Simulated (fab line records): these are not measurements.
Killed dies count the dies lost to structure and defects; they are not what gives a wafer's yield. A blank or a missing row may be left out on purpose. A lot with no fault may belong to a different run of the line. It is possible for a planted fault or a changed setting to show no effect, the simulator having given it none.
fab line records | flow sky130
record: lots: 7 wafers: 21 last_day: 50
route steps=708 shown METAL4@633 VIA4@639 PAD_OPEN@708
lots untouched by any fault: they come from a run of this same line in which no faults occurred
start_h: hours from the record's first day to the start of the lot's first wafer shown | wait_h: hours elapsed since this lot's preceding step | " same as the row above | L1.1+2: several wafers, shown together as one row | - no value present, or no start provided | * or withheld: withheld | < > ~ a bound
route shown NAME@n: names a module that has steps shown in the file, with the first one's number in the route | usual: mean and standard deviation over wafers with no fault | same: alike in all rows | chamber/n: place in a boat | sites: readings site by site | _std_site: the standard deviation of these | _edge_site: inner sites' mean taken away from outer sites' mean | radius_mm: for every site, how far away it sits from the centre of the wafer | mask NAME#n: copy n | behind: the tool/chamber that last shaped the wafer | hold: why the lot was held/for how many hours/how that ended | device: which transistor (n, p or np) failed to switch | end of line: the tests these same wafers got at the end of their route | for a step that has no rows: nothing shown but its recipe | killed: count of dies lost to structure and defects at first sort (not the wafer's yield) | map: a wafer's dies, x killed, . not, _ none there
set.NAME: the setting that was run; set.NAME@STEP: the one run at that earlier step | model.NAME: the simulator's own value behind a step, which no gauge read
lots seen at some steps along the route; tables by step, rows by wafer
services: a tool's chamber out of use, with start hour (start_h, from the record's first day; less than 0 if before it), hours out, and reason
== steps ==
step: SKY_METAL4_ETCH_17
recipe: target: SiO2 stop_on: TiN chemistry: C4F8/O2/Ar source_w: 1500 bias_w: 1200 pressure_mtorr: 40 c4f8_flow_sccm: withheld O2_flow_sccm: 6 Ar_flow_sccm: 300 time_s: 3.9 target_depth_a: 150
usual: oes_product_au: 0.752/0.0076
same: time_s: 3.9
columns lot.wafer tool chamber start_h wait_h oes_product_au rf_hours_counter_h
L702.2 rie_diel-02 3 1001.95 0.1 0.753 12
L702.4 " 2 " " 0.759 29
L702.6 " 3 " " 0.759 -
L703.4 rie_diel-03 1 1009.55 0.0 0.740 8
L703.5 " 0 " " 0.754 -
L703.6 " 3 " " 0.744 -
L708.1 rie_diel-04 3 1045.75 0.1 0.747 11
L708.3 " 0 " " 0.764 8
L708.5 " 1 " " 0.756 -
L716.3 rie_diel-02 3 1093.46 0.0 0.735 16
L716.4 " 1 " " 0.753 -
L716.5 " 3 " " 0.770 -
L717.2 rie_diel-04 3 1097.30 0.1 0.742 13
L717.3 " 0 " " 0.739 9
L717.6 " 3 " " 0.747 -
L718.1 rie_diel-04 1 1108.50 0.1 0.745 15
L718.2 " 0 " " 0.747 10
L718.5 " 2 " " 0.749 -
L719.1 rie_diel-03 2 1114.30 0.1 0.748 26
L719.3 " 1 " " 0.743 12
L719.5 " 0 " " 0.747 -
step: SKY_METAL4_METAL_ETCH_18
recipe: target_depth_a: 8450 stop_on: SiO2 over_etch_frac: 0.3 time_s: 183.1 chemistry: Cl2/BCl3 resist_sidewall_deg: 88 pressure_mtorr: 10 icp_w: 900 bias_w: 48.5 Cl2_flow_sccm: 60 bcl3_flow_sccm: 30
usual: drypump_motor_current_A: 5.6/0.36 oes_product_au: 0.865/0.0061 throttle_valve_pct: 22.264/0.0091
same: time_s: 183.1
columns lot.wafer tool chamber start_h wait_h drypump_motor_current_A oes_product_au rf_hours_counter_h throttle_valve_pct
L702.2 rie_metal-04 0 1001.97 0.0 5.5 0.866 17 22.256
L702.4 " 0 " " 5.5 0.873 - 22.261
L702.6 " 1 " " 5.2 0.871 - 22.265
L703.4 rie_metal-04 1 1009.63 0.1 5.2 0.864 - 22.262
L703.5 " 0 " " 5.4 0.857 - 22.261
L703.6 " 1 " " 5.2 0.862 - 22.249
L708.1 rie_metal-01 0 1045.77 0.0 5.7 0.870 17 22.251
L708.3 " 1 " " 5.9 0.861 - 22.268
L708.5 " 1 " " 5.9 0.866 - 22.273
L716.3 rie_metal-03 1 1093.59 0.1 6.3 0.866 - 22.268
L716.4 " 1 " " 6.3 0.855 - 22.277
L716.5 " 1 " " 6.3 0.850 - 22.264
L717.2 rie_metal-04 0 1097.32 0.0 5.4 0.877 24 22.266
L717.3 " 0 " " 5.4 0.860 - 22.276
L717.6 " 0 " " 5.5 0.863 - 22.272
L718.1 rie_metal-01 1 1108.52 0.0 5.8 0.872 24 22.267
L718.2 " 0 " " 5.7 0.860 21 22.271
L718.5 " 0 " " 5.7 0.868 - 22.276
L719.1 rie_metal-01 1 1114.32 0.0 5.9 0.871 24 22.256
L719.3 " 1 " " 5.9 0.870 - 22.251
L719.5 " 0 " " 5.7 0.872 - 22.263
step: SKY_METAL4_STRIP_19
recipe: chemistry: O2/N2 power_w: 1400 pressure_mtorr: 1500 platen_temp_c: withheld o2_flow_sccm: 3000 n2_flow_sccm: 300 overash_fraction: 0.5
usual: drypump_motor_current_A: 5.2/0.38 n2_flow_sccm: 299.9/0.9 o2_flow_sccm: 3000/9.4 oes_product_au: 0.501/0.0055 strip_time_to_endpoint_s: 6.50/0.092
columns lot.wafer tool chamber start_h wait_h drypump_motor_current_A n2_flow_sccm o2_flow_sccm oes_product_au rf_hours_counter_h strip_time_to_endpoint_s
L702.2 plasma_asher-04 1 1002.14 0.1 5.2 298.2 3014 0.501 26 6.42
L702.4 " 1 " " 5.2 298.6 2989 0.502 - 6.43
L702.6 " 0 " " 4.9 299.4 2989 0.507 - 6.54
L703.4 plasma_asher-04 1 1009.78 0.1 5.2 300.2 2999 0.504 - 6.60
L703.5 " 0 " " 4.9 301.3 3013 0.495 - 6.42
L703.6 " 1 " " 5.2 300.6 2998 0.510 - 6.58
L708.1 plasma_asher-04 1 1045.94 0.1 5.2 299.6 3015 0.502 31 6.52
L708.3 " 0 " " 4.9 299.3 3000 0.502 - 6.44
L708.5 " 1 " " 5.2 298.8 3006 0.499 - 6.43
L716.3 plasma_asher-01 0 1093.86 0.2 5.9 300.2 2998 0.511 - 6.64
L716.4 " 1 " " 4.6 298.1 3016 0.505 - 6.63
L716.5 " 1 " " 4.6 300.6 2996 0.502 - 6.68
L717.2 plasma_asher-04 1 1097.49 0.1 5.2 301.3 2994 0.504 36 6.43
L717.3 " 0 " " 4.9 299.9 3009 0.490 - 6.40
L717.6 " 0 " " 4.9 300.6 3003 0.502 - 6.41
L718.1 plasma_asher-01 0 1108.69 0.1 5.9 301.0 3007 0.500 97 6.40
L718.2 " 1 " " 4.6 300.9 2986 0.500 97 6.41
L718.5 " 0 " " 5.9 299.5 3016 0.485 - 6.43
L719.1 plasma_asher-04 1 1114.50 0.1 5.2 299.8 2982 0.505 37 6.45
L719.3 " 1 " " 5.2 300.1 2988 0.503 - 6.44
L719.5 " 1 " " 5.2 300.7 2991 0.500 - 6.44
step: SKY_METAL4_STRIP_20
recipe: chemistry: post_etch_residue_remover time_s: 1200 temp_c: 72.5
step: SKY_METAL4_CLEAN_21
recipe: chemistry: IPA time_s: 180 temp_c: 25
step: SKY_METAL4_CLEAN_22
recipe: chemistry: O3/DIW dry: n2_spin
step: SKY_VIA4_HDPCVD_00
recipe: material: SiO2 target_thk_nm: 1750 sigma_open_frac: 0.3 time_s: 291.7 temp_c: 400 sih4_flow_sccm: 60 pressure_mtorr: 6
step: SKY_VIA4_THK_MEAS_01
recipe: reads: SiO2_of_VIA4_HDPCVD_00
usual: VIA4_HDPCVD_THK: 1752/17
columns lot.wafer tool chamber start_h wait_h VIA4_HDPCVD_THK[nm]
L702.2 film_metro-04 - 1003.02 0.2 1759
L702.4 " - " " 1758
L702.6 " - " " 1764
L703.4 film_metro-02 - 1010.55 0.0 1770
L703.5 " - " " 1752
L703.6 " - " " 1745
L708.1 film_metro-01 - 1046.71 0.1 1741
L708.3 " - " " 1757
L708.5 " - " " 1737
L716.3 film_metro-01 - 1094.62 0.1 1742
L716.4 " - " " 1735
L716.5 " - " " 1724
L717.2 film_metro-04 - 1098.28 0.1 1768
L717.3 " - " " 1772
L717.6 " - " " 1754
L718.1 film_metro-01 - 1109.60 0.2 1755
L718.2 " - " " 1764
L718.5 " - " " 1759
L719.1 film_metro-01 - 1115.34 0.1 1760
L719.3 " - " " 1756
L719.5 " - " " 1754
step: SKY_VIA4_CMP_02
recipe: material: SiO2 down_force_psi: 4 platen_rpm: 60 pad_velocity_m_s: 0.94248
usual: motor_current_A: 11.6/1.6
columns lot.wafer tool chamber start_h wait_h motor_current_A
L702.4 cmp-02 1 1003.07 0.0 9.7
L702.2 " 3 " " 11.6
L702.6 " 1 " " 9.5
L703.4 cmp-01 1 1010.58 0.0 11.5
L703.5 " 1 " " 11.7
L703.6 " 2 " " 11.1
L708.3 cmp-02 0 1046.82 0.1 13.2
L708.1 " 1 " " 9.6
L708.5 " 0 " " 13.0
L716.3 cmp-02 2 1095.32 0.7 10.9
L716.4 " 0 " " 13.4
L716.5 " 3 " " 11.4
L717.2 cmp-02 2 1099.22 0.9 11.2
L717.3 " 3 " " 11.3
L717.6 " 2 " " 10.7
L718.1 cmp-02 2 1109.90 0.3 10.9
L718.2 " 3 " " 10.9
L718.5 " 1 " " 9.5
L719.1 cmp-02 3 1115.40 0.1 11.2
L719.3 " 1 " " 9.8
L719.5 " 3 " " 11.5
step: SKY_VIA4_BOW_MEAS_03
recipe: mode: bow
usual: VIA4_BOW: 81/8.4
columns lot.wafer tool chamber start_h wait_h VIA4_BOW[um]
L702.2 film_metro-02 - 1003.39 0.2 80
L702.4 " - " " 76
L702.6 " - " " 81
L703.4 film_metro-04 - 1010.94 0.3 83
L703.5 " - " " 74
L703.6 " - " " 74
L708.1 film_metro-04 - 1047.07 0.1 77
L708.3 " - " " 64
L708.5 " - " " 67
L716.3 film_metro-04 - 1095.66 0.3 101
L716.4 " - " " 88
L716.5 " - " " 96
L717.2 film_metro-04 - 1099.54 0.3 78
L717.3 " - " " 90
L717.6 " - " " 87
L718.1 film_metro-01 - 1110.15 0.2 88
L718.2 " - " " 85
L718.5 " - " " 78
L719.1 film_metro-01 - 1115.70 0.2 68
L719.3 " - " " 72
L719.5 " - " " 68
step: SKY_VIA4_DEHYDRATE_04
recipe: temp_c: 200 time_s: 60
step: SKY_VIA4_HMDS_05
recipe: prime_time_s: 60 prime_temp_c: 120
step: SKY_VIA4_COAT_06
recipe: resist: NOVOLAK spin_rpm: 3000 resist_thk_nm: 1140
columns lot.wafer tool chamber start_h wait_h model.NOVOLAK_of_VIA4_COAT_06.thk_nm
L702.2 litho_track-03 0 1014.69 0.1 1143
L702.4 " 0 " " 1142
L702.6 " 0 " " 1140
L703.4 litho_track-04 0 1021.84 0.1 1144
L703.5 " 0 " " 1142
L703.6 " 0 " " 1143
L708.1+5 litho_track-04 0 1058.42 0.1 1139
L708.3 " 0 " " 1140
L716.3+5 litho_track-03 0 1105.21 0.1 1029
L716.4 " 0 " " 1135
L717.2 litho_track-03 0 1109.84 0.1 1139
L717.3 " 0 " " 1032
L717.6 " 0 " " 1142
L718.1 litho_track-03 0 1119.21 0.1 1137
L718.2 " 0 " " 1139
L718.5 " 0 " " 1034
L719.1 litho_track-04 0 1125.12 0.1 1142
L719.3 " 0 " " 1136
L719.5 " 0 " " 1140
step: SKY_VIA4_SOFTBAKE_07
recipe: temp_c: 90 time_s: 60 resist: NOVOLAK
step: SKY_VIA4_EXPOSE_08
recipe: mask_id: VIM4 na: 0.6 source_shape: conventional sigma_outer: 0.6 polarization: unpolarized target_cd_nm: 800 dose_mj: 132
step: SKY_VIA4_PEB_09
recipe: temp_c: withheld time_s: * resist: NOVOLAK
step: SKY_VIA4_DEVELOP_10
recipe: resist: NOVOLAK developer: TMAH develop_time_s: 60 dev_temp_c: 23
step: SKY_VIA4_OVL_MEAS_11
usual: VIA4_OVL: -0.8/1.3
columns lot.wafer tool chamber start_h wait_h VIA4_OVL[nm]
L702.2 overlay-02 - 1025.72 0.1 1.3
L702.4 " - " " 0.7
L702.6 " - " " -0.2
L703.4 overlay-01 - 1033.88 0.1 -2.2
L703.5 " - " " -2.1
L703.6 " - " " -2.5
L708.1 overlay-01 - 1068.61 0.1 0.3
L708.3 " - " " -0.6
L708.5 " - " " 0.9
L716.3 overlay-02 - 1115.27 0.1 -2.5
L716.4 " - " " -0.5
L716.5 " - " " -1.1
L717.2 overlay-01 - 1119.32 0.1 -2.4
L717.3 " - " " -1.2
L717.6 " - " " -0.4
L718.1 overlay-01 - 1129.91 0.1 -1.1
L718.2 " - " " -0.7
L718.5 " - " " -1.0
L719.1 overlay-01 - 1135.26 0.1 -0.1
L719.3 " - " " -1.8
L719.5 " - " " -0.9
step: SKY_VIA4_ETCH_12
recipe: target: SiO2 chemistry: C4F8/O2/Ar stop_on: TiN mask_material: NOVOLAK source_w: 1500 bias_w: 1200 pressure_mtorr: 40 c4f8_flow_sccm: withheld O2_flow_sccm: 6 Ar_flow_sccm: 300 time_s: withheld target_depth_a: 5800
usual: oes_product_au: 0.926/0.0043
columns lot.wafer tool chamber start_h wait_h oes_product_au model.NOVOLAK_of_VIA4_COAT_06.thk_nm model.VIA4.cd_nm
L702.2 rie_diel-01 2 1025.75 0.0 0.930 1007 798.8
L702.4 " 0 " " 0.920 1009 798
L702.6 " 2 " " 0.926 1005 798.7
L703.4 rie_diel-01 1 1033.90 0.0 0.922 1013 799.5
L703.5 " 2 " " 0.923 1007 801.5
L703.6 " 1 " " 0.928 1014 801.9
L708.1 rie_diel-02 3 1068.65 0.0 0.927 1005 798.6
L708.3 " 1 " " 0.923 1005 799.1
L708.5 " 0 " " 0.927 1005 799.3
L716.3 rie_diel-04 1 1115.30 0.0 0.932 896.8 811.6
L716.4 " 2 " " 0.925 1002 803.7
L716.5 " 3 " " 0.924 896.4 813
L717.2 rie_diel-04 0 1119.35 0.0 0.923 1007 798.2
L717.3 " 2 " " 0.931 899.1 810.8
L717.6 " 0 " " 0.936 1010 799.4
L718.1 rie_diel-04 0 1129.95 0.0 0.926 1005 799.4
L718.2 " 1 " " 0.938 1006 798.8
L718.5 " 3 " " 0.930 902 809.4
L719.1 rie_diel-02 3 1135.30 0.0 0.921 1006 800
L719.3 " 0 " " 0.927 1001 799.5
L719.5 " 0 " " 0.928 1007 799.7
step: SKY_VIA4_STRIP_13
recipe: chemistry: O2/N2 power_w: 1400 pressure_mtorr: 1500 platen_temp_c: withheld o2_flow_sccm: 3000 n2_flow_sccm: 300 overash_fraction: 0.5
usual: drypump_motor_current_A: 5.3/0.31 n2_flow_sccm: 300.1/0.86 o2_flow_sccm: 3002/8.5 oes_product_au: 0.709/0.0043 strip_time_to_endpoint_s: 12.80/0.032
columns lot.wafer tool chamber start_h wait_h drypump_motor_current_A n2_flow_sccm o2_flow_sccm oes_product_au rf_hours_counter_h strip_time_to_endpoint_s
L702.2 plasma_asher-02 0 1025.82 - 5.1 299.2 2974 0.709 119 12.85
L702.4 " 1 " " 5.4 300.8 3005 0.717 - 12.78
L702.6 " 1 " " 5.4 300.1 3003 0.709 - 12.80
L703.4 plasma_asher-01 1 1034.00 - 4.7 299.8 3008 0.712 - 12.82
L703.5 " 0 " " 5.9 299.6 2997 0.712 - 12.81
L703.6 " 1 " " 4.7 300.7 2989 0.710 - 12.83
L708.1 plasma_asher-01 1 1068.72 - 4.7 299.1 3000 0.708 93 12.80
L708.3 " 0 " " 5.9 300.4 3018 0.713 - 12.81
L708.5 " 0 " " 5.9 298.7 3017 0.707 - 12.80
L716.3 plasma_asher-02 1 1115.40 - 5.4 300.6 2997 0.702 - 11.54
L716.4 " 0 " " 5.0 299.5 3014 0.719 - 12.76
L716.5 " 1 " " 5.4 299.9 3001 0.713 - 11.52
L717.2 plasma_asher-03 1 1119.42 - 5.2 300.3 3010 0.712 66 12.83
L717.3 " 1 " " 5.2 300.8 2996 0.702 - 11.58
L717.6 " 0 " " 5.4 298.4 2999 0.713 - 12.81
L718.1 plasma_asher-03 0 1130.02 - 5.4 300.0 3000 0.702 67 12.79
L718.2 " 1 " " 5.2 299.7 3002 0.716 67 12.82
L718.5 " 0 " " 5.4 300.1 3007 0.701 - 11.61
L719.1 plasma_asher-03 0 1135.37 - 5.4 299.6 2998 0.713 67 12.82
L719.3 " 0 " " 5.4 298.0 3014 0.707 - 12.76
L719.5 " 1 " " 5.2 300.3 2986 0.714 - 12.83
step: SKY_VIA4_STRIP_14
recipe: chemistry: post_etch_residue_remover time_s: 1200 temp_c: 72.5
step: SKY_PAD_OPEN_PROBE_99
usual: defect_limited_yield: 82.3/1.8 killed_at_M0_to_M3: 43/6 killed_at_M4_up: 3.2/1.9 killed_at_contacts: 25/5.4 killed_at_front_end: 15/4.5 killed_at_other: 0.3/0.59 killed_dies: 87/8.7 killed_open: 47/6.7 killed_short: 39/5.7 sort_bin_3_pad_short: 0.9/0.43 sort_bin_5_function: 10.4/1.4 sort_bin_6_memory: 6.4/1.2 sort_n_pass: 405/8.7 sort_yield_pct: 82.3/1.8
same: gross_dies: 492 killed_at_back_side: 0 sort_bin_4_leakage[%]: 0 sort_bin_8_speed[%]: 0
columns lot.wafer tool chamber start_h wait_h defect_limited_yield[%] killed_at_M0_to_M3 killed_at_M4_up killed_at_contacts killed_at_front_end killed_at_other killed_dies killed_open killed_short sort_bin_3_pad_short[%] sort_bin_5_function[%] sort_bin_6_memory[%] sort_n_pass sort_yield_pct[%]
L708.1 prober-01 - 1135.41 0.1 82.7 41 2 27 15 0 85 42 43 0.8 9.6 6.9 407 82.7
L708.3 prober-01 - 1135.51 0.2 83.7 35 4 23 18 0 80 42 38 0.4 10.8 5.1 412 83.7
L708.5 prober-01 - 1135.61 0.2 81.3 44 3 34 11 0 92 42 50 0.8 12.4 5.5 400 81.3
L716.3 prober-01 - 1177.63 0.2 84.8 42 4 18 11 0 75 40 35 1.0 7.7 6.5 417 84.8
L716.4 prober-01 - 1177.68 0.2 84.8 38 1 26 10 0 75 40 35 0.8 7.1 7.3 417 84.8
L716.5 prober-01 - 1177.73 0.2 80.7 39 6 32 18 0 95 54 41 1.2 12.4 5.7 397 80.7
L719.1 prober-02 - 1193.98 0.1 82.7 45 2 22 16 0 85 40 43 1.6 10.6 5.1 407 82.7
L719.3 prober-02 - 1194.08 0.2 82.1 42 4 25 17 0 88 47 41 1.0 11.6 5.3 404 82.1
L719.5 prober-02 - 1194.18 0.2 82.5 42 1 34 9 0 86 45 41 1.0 11.2 5.3 406 82.5
killed by level:class
L708.1 LI_CONTACT:geometric_particle:open=9 CONTACT:geometric_particle:open=8 VIA2:geometric_particle:short=6 VIA1:geometric_particle:short=6 VIA3:geometric_particle:short=6 VIA3:geometric_particle:open=6 CONTACT:geometric_particle:short=5 VIA1:geometric_particle:open=5
L708.3 CONTACT:geometric_particle:open=9 POLY_GATE:geometric_particle:short=7 VIA2:geometric_particle:open=7 VIA1:geometric_particle:open=6 VIA3:geometric_particle:open=6 FIELD_ISO:geometric_particle:open=4 METAL4:geometric_particle:short=4 LI_CONTACT:geometric_particle:open=4
L708.5 LI_CONTACT:geometric_particle:open=10 LOCAL_INTERCONNECT:geometric_particle:short=9 VIA1:geometric_particle:open=8 METAL1:geometric_particle:short=8 VIA1:geometric_particle:short=8 VIA3:geometric_particle:open=7 CONTACT:geometric_particle:open=6 CONTACT:geometric_particle:short=6
L716.3 VIA1:geometric_particle:open=7 VIA3:geometric_particle:open=7 VIA2:geometric_particle:open=6 VIA1:geometric_particle:short=6 METAL2:geometric_particle:short=6 FIELD_ISO:geometric_particle:short=5 LI_CONTACT:geometric_particle:open=5 CONTACT:geometric_particle:short=5
L716.4 CONTACT:geometric_particle:open=8 VIA1:geometric_particle:open=7 LOCAL_INTERCONNECT:geometric_particle:short=6 METAL1:geometric_particle:short=6 METAL2:geometric_particle:short=6 LI_CONTACT:geometric_particle:open=5 VIA3:geometric_particle:open=5 FIELD_ISO:geometric_particle:short=4
L716.5 CONTACT:geometric_particle:open=12 LI_CONTACT:geometric_particle:open=9 VIA1:geometric_particle:open=9 VIA1:geometric_particle:short=7 LI_CONTACT:geometric_particle:short=6 FIELD_ISO:geometric_particle:open=5 FIELD_ISO:geometric_particle:short=5 METAL4:geometric_particle:short=5
L719.1 VIA1:geometric_particle:open=13 VIA2:geometric_particle:open=8 LI_CONTACT:geometric_particle:open=7 POLY_GATE:geometric_particle:short=6 VIA1:geometric_particle:short=6 CONTACT:geometric_particle:short=5 CONTACT:geometric_particle:open=4 METAL1:geometric_particle:short=4
L719.3 VIA2:geometric_particle:open=9 CONTACT:geometric_particle:open=7 METAL1:geometric_particle:short=7 VIA1:geometric_particle:open=7 FIELD_ISO:geometric_particle:open=6 LI_CONTACT:geometric_particle:open=6 LOCAL_INTERCONNECT:geometric_particle:short=6 POLY_GATE:geometric_particle:short=4
L719.5 VIA1:geometric_particle:open=13 CONTACT:geometric_particle:open=13 VIA2:geometric_particle:open=6 LI_CONTACT:geometric_particle:short=6 CONTACT:geometric_particle:short=6 METAL1:geometric_particle:short=6 LI_CONTACT:geometric_particle:open=5 VIA2:geometric_particle:short=5
== services ==
columns tool chamber start_h hours kind
cmp-01 - 992.15 5.2 pm
rie_metal-04 - 1023.55 2.8 pm
rie_diel-04 1 1024.82 17.9 repair
rie_diel-01 3 1025.70 4.2 repair
rie_diel-04 3 1034.18 5.4 repair
rie_diel-03 2 1039.15 12.6 repair
cmp-02 - 1039.37 6.2 repair
rie_diel-02 2 1046.22 - clean
rie_diel-02 2 1046.22 23.2 scheduled_down
rie_diel-02 2 1046.22 23.2 vent_cycle
cmp-01 - 1047.96 0.6 repair
plasma_asher-02 - 1055.30 9.0 pm
rie_diel-01 2 1066.52 3.4 repair
rie_diel-03 3 1068.70 7.0 repair
cmp-02 - 1070.79 0.6 repair
rie_diel-03 0 1080.12 2.6 repair
rie_diel-02 2 1089.08 32.1 repair
cmp-01 - 1092.98 4.0 pm
cmp-01 - 1097.64 1.1 repair
cmp-01 - 1098.88 1.0 repair
rie_diel-02 0 1102.04 13.7 repair
plasma_asher-03 - 1124.44 2.9 repair
cmp-01 - 1125.30 1.4 repair
rie_diel-04 1 1134.87 22.6 repair
== key ==
first_sign: step: SKY_VIA4_STRIP_13 reading: strip_time_to_endpoint_s direction: down sigmas: 39 usual: * struck: *
effect none on later readings
model_effect: step: SKY_VIA4_COAT_06 value: NOVOLAK_of_VIA4_COAT_06.thk_nm without: 1137 struck: 1031
model_effect: step: SKY_VIA4_ETCH_12 value: NOVOLAK_of_VIA4_COAT_06.thk_nm without: 1004 struck: 898.5
met_at SKY_VIA4_COAT_06
struck_wafers L716.3,L716.5,L717.3,L718.5
onset_between 1014.69 1105.21
fault: kind: process_parameter_drift tool: litho_track-03 chamber: - onset_h: 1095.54 steps: SKY_VIA4_COAT_06 channel: resist_thk_nm offset: -106.07 shape: step end_h: 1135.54 scope: struck_wafers_only acts_in: these_recipes_only stated: 1140
